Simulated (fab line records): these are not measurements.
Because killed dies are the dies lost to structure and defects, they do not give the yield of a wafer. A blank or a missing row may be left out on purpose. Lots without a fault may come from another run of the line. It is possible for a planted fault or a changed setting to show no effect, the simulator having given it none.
fab line records + flow sky130
[record]
- lots = 6
- wafers = 16
- lastDay = 52
route steps=708 shown METAL2@503 VIA2@507 PAD_OPEN@708
lots with no fault: from the same line, run without faults
startH: hours from the record's first day to the start of the lot's first wafer shown + waitH: how many hours have passed since the lot's step before this one + " as in the row above + L1.1+2: a row that stands for several wafers + - no value, or no start given + * or withheld: withheld + < > ~ a bound
route shown NAME@n: a module of which the file shows steps, and the number in the route of the first + usual: the fault-free wafers' mean and standard deviation + same: alike in all rows + chamber/n: place in a boat + sites: the reading at each site + _std_site: their standard deviation + _edge_site: mean of outer sites minus mean of inner sites + radiusMm: how far each site lies from the wafer's centre + mask NAME#n: copy n + behind: the last tool/chamber to shape the wafer + hold: the reason the lot was held/the length of the hold in hours/how it ended + device: whichever transistor did not switch (one of n, p or np) + end of line: tests of these same wafers at the route's end + a step without rows: its recipe alone + killed: not the wafer's yield, but the dies lost to structure and defects at the first sort + map: a wafer's dies, x killed, . not, _ none there
set.NAME: setting as actually run; set.NAME@STEP: the setting as run at that earlier step + model.NAME: the simulator's own value behind a step, which no gauge read
lots at some steps of the route; a table a step, a row a wafer
services: from which hour (startH, from the record's first day; less than 0 if before it) a tool's chamber was out of use, for how many hours, and why
[[steps]]
[step SKY_METAL2_STRIP_20]
[recipe]
- chemistry = O2/N2
- powerW = 1400
- pressureMtorr = 1500
- platenTempC = withheld
- o2FlowSccm = 3000
- n2FlowSccm = 300
- overashFraction = 0.5
[usual]
- drypumpMotorCurrentA = 5.69/0.21
- oesProductAu = 0.344/0.0049
- stripTimeToEndpointS = 2.73/0.068
| lot.wafer | tool           | chamber | startH  | waitH | drypumpMotorCurrentA | oesProductAu | rfHoursCounterH | stripTimeToEndpointS |
|-----------|----------------|---------|---------|-------|----------------------|--------------|-----------------|----------------------|
| L476.2    | plasmaAsher-04 | 1       | 863.96  | 0.1   | 5.75                 | 0.341        | 72              | 2.65                 |
| L476.3    | "              | 0       | "       | "     | 5.80                 | 0.348        | -               | 2.74                 |
| L476.6    | "              | 0       | "       | "     | 5.77                 | 0.335        | -               | 2.63                 |
| L477.1    | plasmaAsher-04 | 0       | 867.76  | 0.1   | 5.78                 | 0.341        | 73              | 2.68                 |
| L477.3    | "              | 0       | "       | "     | 5.81                 | 0.344        | -               | 2.66                 |
| L477.6    | "              | 1       | "       | "     | 5.80                 | 0.340        | -               | 2.78                 |
| L482.1    | plasmaAsher-02 | 1       | 885.46  | 0.1   | 5.78                 | 0.338        | 15              | 2.65                 |
| L482.5    | "              | 1       | "       | "     | 5.77                 | 0.335        | -               | 2.63                 |
| L485.2    | plasmaAsher-02 | 0       | 887.11  | 0.1   | 5.79                 | 0.343        | 15              | 2.70                 |
| L485.6    | "              | 0       | "       | "     | 5.83                 | 0.338        | -               | 2.68                 |
| L487.1    | plasmaAsher-02 | 1       | 891.59  | 0.1   | 5.77                 | 0.344        | 15              | 2.63                 |
| L487.3    | "              | 1       | "       | "     | 5.79                 | 0.349        | -               | 2.80                 |
| L487.5    | "              | 0       | "       | "     | 5.79                 | 0.340        | -               | 2.67                 |
| L494.2    | plasmaAsher-04 | 1       | 1034.80 | 0.1   | 5.80                 | 0.353        | 93              | 2.79                 |
| L494.4    | "              | 1       | "       | "     | 5.80                 | 0.348        | -               | 2.78                 |
| L494.6    | "              | 1       | "       | "     | 5.77                 | 0.348        | -               | 2.78                 |
[step SKY_METAL2_STRIP_21]
[recipe]
- chemistry = postEtchResidueRemover
- timeS = 1200
- tempC = 72.5
[step SKY_METAL2_CLEAN_22]
[recipe]
- chemistry = IPA
- timeS = 180
- tempC = 25
[step SKY_METAL2_CLEAN_23]
[recipe]
- chemistry = O3/DIW
- dry = n2Spin
[step SKY_VIA2_HDPCVD_00]
[recipe]
- material = SiO2
- targetThkNm = 1180
- sigmaOpenFrac = 0.3
- timeS = 196.7
- tempC = 400
- sih4FlowSccm = 60
- pressureMtorr = 6
[step SKY_VIA2_THK_MEAS_01]
[recipe]
- reads = SiO2_of_VIA2_HDPCVD_00
[usual]
- VIA2_HDPCVD_THK = 1172/13
| lot.wafer | tool         | chamber | startH  | waitH | VIA2_HDPCVD_THK[nm] |
|-----------|--------------|---------|---------|-------|---------------------|
| L476.2    | filmMetro-02 | -       | 864.75  | 0.1   | 1174                |
| L476.3    | "            | -       | "       | "     | 1176                |
| L476.6    | "            | -       | "       | "     | 1169                |
| L477.1    | filmMetro-01 | -       | 868.52  | 0.1   | 1160                |
| L477.3    | "            | -       | "       | "     | 1186                |
| L477.6    | "            | -       | "       | "     | 1155                |
| L482.1    | filmMetro-04 | -       | 886.22  | 0.1   | 1181                |
| L482.5    | "            | -       | "       | "     | 1165                |
| L485.2    | filmMetro-04 | -       | 887.85  | 0.1   | 1169                |
| L485.6    | "            | -       | "       | "     | 1161                |
| L487.1    | filmMetro-01 | -       | 892.30  | 0.1   | 1180                |
| L487.3    | "            | -       | "       | "     | 1171                |
| L487.5    | "            | -       | "       | "     | 1159                |
| L494.2    | filmMetro-04 | -       | 1036.02 | 0.1   | 1163                |
| L494.4    | "            | -       | "       | "     | 1160                |
| L494.6    | "            | -       | "       | "     | 1151                |
[step SKY_VIA2_CMP_02]
[recipe]
- material = SiO2
- downForcePsi = 4
- platenRpm = 60
- padVelocityMS = 0.94248
[usual]
- edgeZonePressureFrac = 1.001/0.0052
- headPressurePsi = 4.001/0.0088
- motorCurrentA = 12.5/1
- platenRpm = 60.00/0.037
- slurryFilterDpKPa = 13.49/0.14
| lot.wafer | tool   | chamber | startH  | waitH | edgeZonePressureFrac | headPressurePsi | motorCurrentA | platenRpm | slurryFilterDpKPa |
|-----------|--------|---------|---------|-------|----------------------|-----------------|---------------|-----------|-------------------|
| L476.2    | cmp-02 | 3       | 864.85  | 0.1   | 1.010                | 3.998           | 12.9          | 59.99     | 13.45             |
| L476.3    | "      | 1       | "       | "     | 1.007                | 4.009           | 11.9          | 60.00     | 13.21             |
| L476.6    | "      | 2       | "       | "     | 0.995                | 3.990           | 13.5          | 60.04     | 13.69             |
| L477.3    | cmp-01 | 0       | 868.63  | 0.1   | 0.999                | 3.981           | 13.4          | 60.06     | 13.36             |
| L477.1    | "      | 2       | "       | "     | 1.006                | 3.987           | 14.2          | 60.06     | 13.61             |
| L477.6    | "      | 3       | "       | "     | 0.994                | 3.988           | 11.6          | 60.00     | 13.31             |
| L482.1    | cmp-02 | 3       | 886.28  | 0.1   | 0.994                | 4.000           | 12.2          | 59.95     | 13.64             |
| L482.5    | "      | 0       | "       | "     | 0.999                | 3.993           | 11.2          | 59.99     | 13.70             |
| L485.2    | cmp-02 | 3       | 888.00  | 0.1   | 0.995                | 4.010           | 12.6          | 59.96     | 13.60             |
| L485.6    | "      | 2       | "       | "     | 1.001                | 3.994           | 13.1          | 60.03     | 13.53             |
| L487.3    | cmp-01 | 1       | 892.49  | 0.2   | 1.003                | 4.011           | 10.9          | 59.98     | 13.16             |
| L487.1    | "      | 3       | "       | "     | 1.008                | 3.994           | 11.8          | 60.02     | 13.49             |
| L487.5    | "      | 1       | "       | "     | 1.000                | 4.002           | 11.4          | 59.99     | 13.52             |
| L494.4    | cmp-02 | 3       | 1036.17 | 0.1   | 1.004                | 3.994           | 12.0          | 60.04     | 13.58             |
| L494.2    | "      | 0       | "       | "     | 1.003                | 3.995           | 11.0          | 59.94     | 13.73             |
| L494.6    | "      | 2       | "       | "     | 0.993                | 3.996           | 13.2          | 60.01     | 13.16             |
[step SKY_VIA2_BOW_MEAS_03]
[recipe]
- mode = bow
[usual]
- VIA2_BOW = 86/7.6
| lot.wafer | tool         | chamber | startH  | waitH | VIA2_BOW[um] |
|-----------|--------------|---------|---------|-------|--------------|
| L476.2    | filmMetro-02 | -       | 865.12  | 0.2   | 71           |
| L476.3    | "            | -       | "       | "     | 78           |
| L476.6    | "            | -       | "       | "     | 79           |
| L477.1    | filmMetro-04 | -       | 868.88  | 0.1   | 77           |
| L477.3    | "            | -       | "       | "     | 75           |
| L477.6    | "            | -       | "       | "     | 78           |
| L482.1    | filmMetro-02 | -       | 886.58  | 0.2   | 80           |
| L482.5    | "            | -       | "       | "     | 72           |
| L485.2    | filmMetro-04 | -       | 888.22  | 0.2   | 83           |
| L485.6    | "            | -       | "       | "     | 83           |
| L487.1    | filmMetro-02 | -       | 892.79  | 0.1   | 74           |
| L487.3    | "            | -       | "       | "     | 76           |
| L487.5    | "            | -       | "       | "     | 76           |
| L494.2    | filmMetro-01 | -       | 1036.39 | 0.1   | 82           |
| L494.4    | "            | -       | "       | "     | 87           |
| L494.6    | "            | -       | "       | "     | 88           |
[step SKY_VIA2_DEHYDRATE_04]
[recipe]
- tempC = 200
- timeS = 60
[step SKY_VIA2_HMDS_05]
[recipe]
- primeTimeS = 60
- primeTempC = 120
[step SKY_VIA2_COAT_06]
[recipe]
- resist = BARC
- tempC = withheld
- timeS = withheld
- spinRpm = 3000
- resistThkNm = 60
[step SKY_VIA2_COAT_07]
[recipe]
- resist = KrF-thick
- spinRpm = 3000
- resistThkNm = 450
[step SKY_VIA2_SOFTBAKE_08]
[recipe]
- tempC = 100
- timeS = 90
- resist = KrF-thick
[usual]
- exhaustPa = 44.9/0.99
- heaterPowerTotalW = 57.35/0.11
- plateTempC = 100.00/0.11
- runLengthS = 119.27/0.22
| lot.wafer | tool          | chamber | startH | waitH | exhaustPa | heaterPowerTotalW | plateTempC | runLengthS |
|-----------|---------------|---------|--------|-------|-----------|-------------------|------------|------------|
| L476.2    | lithoTrack-02 | 0       | 878    | -     | 43.5      | 57.21             | 100.08     | 119.63     |
| L476.3    | "             | 0       | 879    | -     | 43.1      | 57.38             | 100.09     | 119.34     |
| L476.6    | "             | 0       | "      | "     | 46.6      | 57.46             | 100.15     | 119.43     |
| L477.1    | lithoTrack-03 | 0       | 883    | -     | 44.5      | 57.19             | 100.15     | 119.20     |
| L477.3    | "             | 0       | "      | "     | 42.7      | 57.47             | 99.87      | 119.14     |
| L477.6    | "             | 0       | "      | "     | 44.7      | 57.32             | 100.08     | 119.19     |
| L482.1    | lithoTrack-03 | 0       | 899    | -     | 45.7      | 57.45             | 100.24     | 119.14     |
| L482.5    | "             | 0       | "      | "     | 47.0      | 63.35             | -          | 95.58      |
| L485.2    | lithoTrack-03 | 0       | 901    | -     | 42.9      | 63.35             | -          | 95.57      |
| L485.6    | "             | 0       | "      | "     | 42.5      | 57.45             | 99.96      | 119.14     |
| L487.1    | lithoTrack-01 | 0       | 906    | -     | 46.3      | 57.27             | 100.00     | 119.05     |
| L487.3    | "             | 0       | "      | "     | 45.6      | 57.52             | 99.76      | 118.94     |
| L487.5    | "             | 0       | "      | "     | 45.4      | 57.48             | 99.85      | 118.84     |
| L494.2    | lithoTrack-02 | 0       | 1048   | -     | 44.5      | 57.51             | 100.07     | 119.80     |
| L494.4    | "             | 0       | "      | "     | 44.6      | 57.22             | 100.19     | 119.75     |
| L494.6    | "             | 0       | "      | "     | 43.3      | 57.39             | 100.31     | 119.59     |
[step SKY_VIA2_EXPOSE_09]
[recipe]
- maskId = VIM2
- na = 0.8
- sourceShape = annular
- sigmaInner = 0.55
- sigmaOuter = 0.85
- targetCdNm = 200
- doseMj = 38
[step SKY_PAD_OPEN_PROBE_99]
[usual]
- defectLimitedYield = 82.5/1.8
- killed_at_M0_to_M3 = 45/6.3
- killed_at_M4_up = 2.8/1.6
- killedAtContacts = 24/5.1
- killedAtFrontEnd = 14/4.4
- killedAtOther = 0.4/0.73
- killedDies = 86/9
- killedOpen = 47/7.8
- killedShort = 39/6.6
- sort_bin_3_pad_short = 0.8/0.42
- sort_bin_5_function = 10.3/1.4
- sort_bin_6_memory = 6.3/1.2
- sortNPass = 406/9
- sortYieldPct = 82.5/1.8
[same]
- grossDies = 492
- killedAtBackSide = 0
- sort_bin_4_leakage[%] = 0
- sort_bin_8_speed[%] = 0
| lot.wafer | tool      | chamber | startH  | waitH | defectLimitedYield[%] | killed_at_M0_to_M3 | killed_at_M4_up | killedAtContacts | killedAtFrontEnd | killedAtOther | killedDies | killedOpen | killedShort | sort_bin_3_pad_short[%] | sort_bin_5_function[%] | sort_bin_6_memory[%] | sortNPass | sortYieldPct[%] |
|-----------|-----------|---------|---------|-------|-----------------------|--------------------|-----------------|------------------|------------------|---------------|------------|------------|-------------|-------------------------|------------------------|----------------------|-----------|-----------------|
| L476.2    | prober-02 | -       | 1124.38 | 0.1   | 81.9                  | 39                 | 3               | 30               | 16               | 1             | 89         | 45         | 44          | 1.0                     | 9.3                    | 7.7                  | 403       | 81.9            |
| L476.3    | prober-02 | -       | 1124.43 | 0.2   | 82.1                  | 39                 | 3               | 25               | 21               | 0             | 88         | 52         | 36          | 0.8                     | 10.2                   | 6.9                  | 404       | 82.1            |
| L476.6    | prober-02 | -       | 1124.58 | 0.2   | 82.5                  | 43                 | 2               | 23               | 18               | 0             | 86         | 43         | 43          | 0.6                     | 9.1                    | 7.7                  | 406       | 82.5            |
| L477.1    | prober-01 | -       | 1126.21 | 0.1   | 85.6                  | 34                 | 2               | 23               | 12               | 0             | 71         | 39         | 32          | 0.8                     | 8.5                    | 5.1                  | 421       | 85.6            |
| L477.3    | prober-01 | -       | 1126.31 | 0.2   | 82.5                  | 41                 | 4               | 29               | 12               | 0             | 86         | 43         | 43          | 0.8                     | 9.8                    | 6.9                  | 406       | 82.5            |
| L477.6    | prober-01 | -       | 1126.46 | 0.2   | 81.3                  | 42                 | 2               | 30               | 18               | 0             | 92         | 48         | 44          | 1.0                     | 11.4                   | 6.3                  | 400       | 81.3            |
| L482.1    | prober-01 | -       | 1139.90 | 0.3   | 83.1                  | 30                 | 2               | 26               | 24               | 1             | 83         | 44         | 37          | 0.4                     | 9.6                    | 6.9                  | 409       | 83.1            |
| L482.5    | prober-01 | -       | 1140.10 | 0.4   | 80.9                  | 48                 | 1               | 27               | 17               | 1             | 94         | 57         | 36          | 0.8                     | 11.2                   | 7.1                  | 398       | 80.9            |
| L485.2    | prober-02 | -       | 1140.08 | 0.1   | 85.6                  | 37                 | 1               | 20               | 13               | 0             | 71         | 34         | 37          | 0.4                     | 8.9                    | 5.1                  | 421       | 85.6            |
| L485.6    | prober-02 | -       | 1140.28 | 0.2   | 84.1                  | 42                 | 3               | 25               | 8                | 0             | 78         | 40         | 38          | 1.0                     | 9.3                    | 5.5                  | 414       | 84.1            |
| L487.1    | prober-01 | -       | 1147.54 | 0.1   | 81.3                  | 43                 | 3               | 24               | 20               | 2             | 92         | 53         | 39          | 0.6                     | 11.0                   | 7.1                  | 400       | 81.3            |
| L487.3    | prober-01 | -       | 1147.64 | 0.2   | 80.3                  | 51                 | 3               | 18               | 24               | 1             | 97         | 43         | 54          | 1.4                     | 10.6                   | 7.7                  | 395       | 80.3            |
| L487.5    | prober-01 | -       | 1147.74 | 0.2   | 84.8                  | 41                 | 2               | 21               | 11               | 0             | 75         | 38         | 37          | 0.4                     | 9.6                    | 5.3                  | 417       | 84.8            |
| L494.2    | prober-02 | -       | 1244.26 | 0.1   | 83.7                  | 44                 | 4               | 17               | 15               | 0             | 80         | 42         | 38          | 0.4                     | 9.1                    | 6.7                  | 412       | 83.7            |
| L494.4    | prober-02 | -       | 1244.36 | 0.2   | 81.5                  | 45                 | 2               | 29               | 14               | 1             | 91         | 42         | 48          | 1.0                     | 11.0                   | 6.5                  | 401       | 81.5            |
| L494.6    | prober-02 | -       | 1244.46 | 0.2   | 83.9                  | 43                 | 5               | 19               | 12               | 0             | 79         | 33         | 46          | 0.8                     | 9.3                    | 5.9                  | 413       | 83.9            |
// killed by level:class
L476.2 CONTACT:geometricParticle:open=11 LI_CONTACT:geometricParticle:open=8 VIA1:geometricParticle:open=8 METAL1:geometricParticle:short=8 LI_CONTACT:geometricParticle:short=6 VIA1:geometricParticle:short=5 FIELD_ISO:geometricParticle:short=4 POLY_GATE:geometricParticle:open=4
L476.3 LI_CONTACT:geometricParticle:open=10 POLY_GATE:geometricParticle:open=9 VIA3:geometricParticle:open=8 METAL1:geometricParticle:short=6 LOCAL_INTERCONNECT:geometricParticle:short=5 CONTACT:geometricParticle:open=5 VIA1:geometricParticle:open=5 FIELD_ISO:geometricParticle:short=4
L476.6 LI_CONTACT:geometricParticle:open=10 VIA1:geometricParticle:open=8 POLY_GATE:geometricParticle:short=7 VIA3:geometricParticle:open=7 VIA1:geometricParticle:short=6 VIA2:geometricParticle:open=6 CONTACT:geometricParticle:open=5 METAL1:geometricParticle:short=5
L477.1 VIA1:geometricParticle:open=9 CONTACT:geometricParticle:open=8 LI_CONTACT:geometricParticle:open=8 VIA3:geometricParticle:open=6 CONTACT:geometricParticle:short=5 FIELD_ISO:geometricParticle:short=4 FIELD_ISO:geometricParticle:open=3 METAL1:geometricParticle:short=3
L477.3 VIA1:geometricParticle:short=12 VIA1:geometricParticle:open=10 CONTACT:geometricParticle:open=9 CONTACT:geometricParticle:short=7 LI_CONTACT:geometricParticle:open=6 FIELD_ISO:geometricParticle:open=5 METAL1:geometricParticle:short=4 FIELD_ISO:geometricParticle:short=3
L477.6 CONTACT:geometricParticle:open=12 METAL2:geometricParticle:short=12 LI_CONTACT:geometricParticle:open=7 POLY_GATE:geometricParticle:open=6 POLY_GATE:geometricParticle:short=6 VIA3:geometricParticle:open=5 CONTACT:geometricParticle:short=4 METAL1:geometricParticle:short=4
L482.1 CONTACT:geometricParticle:open=11 VIA1:geometricParticle:open=8 FIELD_ISO:geometricParticle:short=7 FIELD_ISO:geometricParticle:open=5 VIA1:geometricParticle:short=5 LI_CONTACT:geometricParticle:open=5 POLY_GATE:geometricParticle:open=4 LOCAL_INTERCONNECT:geometricParticle:short=4
L485.2 VIA1:geometricParticle:open=8 METAL1:geometricParticle:short=7 VIA1:geometricParticle:short=7 LI_CONTACT:geometricParticle:open=6 CONTACT:geometricParticle:short=5 VIA2:geometricParticle:open=5 POLY_GATE:geometricParticle:open=4 LOCAL_INTERCONNECT:geometricParticle:short=4
L482.5 VIA1:geometricParticle:open=14 CONTACT:geometricParticle:open=11 VIA2:geometricParticle:open=7 METAL2:geometricParticle:short=6 FIELD_ISO:geometricParticle:open=5 POLY_GATE:geometricParticle:open=5 LI_CONTACT:geometricParticle:short=5 LI_CONTACT:geometricParticle:open=5
L485.6 CONTACT:geometricParticle:open=10 VIA1:geometricParticle:open=7 VIA1:geometricParticle:short=5 VIA2:geometricParticle:short=5 METAL2:geometricParticle:short=5 VIA3:geometricParticle:open=5 FIELD_ISO:geometricParticle:short=4 VIA2:geometricParticle:open=4
L487.1 VIA1:geometricParticle:open=9 POLY_GATE:geometricParticle:open=7 LI_CONTACT:geometricParticle:open=7 CONTACT:geometricParticle:open=7 VIA2:geometricParticle:open=7 LOCAL_INTERCONNECT:geometricParticle:short=5 VIA1:geometricParticle:short=5 METAL1:geometricParticle:short=5
L487.3 METAL1:geometricParticle:short=10 VIA2:geometricParticle:open=9 FIELD_ISO:geometricParticle:short=8 VIA1:geometricParticle:open=6 FIELD_ISO:geometricParticle:open=5 VIA1:geometricParticle:short=5 LI_CONTACT:geometricParticle:open=5 VIA3:geometricParticle:short=5
L487.5 VIA1:geometricParticle:open=11 CONTACT:geometricParticle:open=7 LOCAL_INTERCONNECT:geometricParticle:short=6 VIA2:geometricParticle:short=5 VIA2:geometricParticle:open=5 VIA3:geometricParticle:open=5 FIELD_ISO:geometricParticle:short=4 CONTACT:geometricParticle:short=4
L494.2 VIA1:geometricParticle:open=16 CONTACT:geometricParticle:open=6 FIELD_ISO:geometricParticle:short=5 LOCAL_INTERCONNECT:geometricParticle:short=5 VIA1:geometricParticle:short=5 VIA2:geometricParticle:open=5 FIELD_ISO:geometricParticle:open=4 METAL1:geometricParticle:short=4
L494.4 CONTACT:geometricParticle:open=11 VIA1:geometricParticle:open=11 METAL2:geometricParticle:short=8 METAL1:geometricParticle:short=7 LI_CONTACT:geometricParticle:open=6 CONTACT:geometricParticle:short=6 VIA1:geometricParticle:short=6 FIELD_ISO:geometricParticle:short=4
L494.6 VIA1:geometricParticle:open=9 METAL1:geometricParticle:short=6 METAL2:geometricParticle:short=6 CONTACT:geometricParticle:short=5 FIELD_ISO:geometricParticle:short=4 LI_CONTACT:geometricParticle:short=4 CONTACT:geometricParticle:open=4 VIA3:geometricParticle:open=4
[[services]]
| tool           | chamber | startH  | hours | kind                          |
|----------------|---------|---------|-------|-------------------------------|
| cmp-01         | -       | 862.59  | 4.8   | pm                            |
| cmp-02         | -       | 891.02  | 7.2   | pm                            |
| cmp-02         | -       | 898.27  | 6.8   | pm                            |
| cmp-01         | -       | 912.03  | 4.0   | pm                            |
| cmp-01         | -       | 916.03  | -     | consumableReplace:conditioner |
| cmp-01         | -       | 916.03  | -     | consumableReplace:pad         |
| plasmaAsher-02 | -       | 949.69  | 3.4   | repair                        |
| plasmaAsher-02 | -       | 978.62  | 15.6  | pm                            |
| plasmaAsher-02 | -       | 1002.47 | 58.6  | repair                        |
| plasmaAsher-04 | -       | 1002.74 | 1.3   | repair                        |
| cmp-01         | -       | 1005.91 | 0.6   | repair                        |
| cmp-01         | -       | 1006.19 | 1.1   | repair                        |
| cmp-01         | -       | 1025.01 | 0.5   | repair                        |
| plasmaAsher-02 | -       | 1029.77 | 0.5   | repair                        |
[[key]]
[firstSign]
- step = SKY_VIA2_SOFTBAKE_08
- reading = runLengthS
- direction = down
- sigmas = 99+
- usual = *
- struck = *
[effect]
- step = SKY_VIA2_SOFTBAKE_08
- reading = heaterPowerTotalW
- direction = up
- sigmas = 52
- usual = *
- struck = *
metAt SKY_VIA2_SOFTBAKE_08
struckWafers L482.5,L485.2
onsetBetween 883 899
[fault]
- kind = processParameterDrift
- tool = lithoTrack-03
- chamber = -
- onsetH = 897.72
- steps = SKY_VIA2_SOFTBAKE_08
- channel = timeS
- offset = *
- shape = step
- endH = 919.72
- scope = struckWafersOnly
- actsIn = *
- stated = *
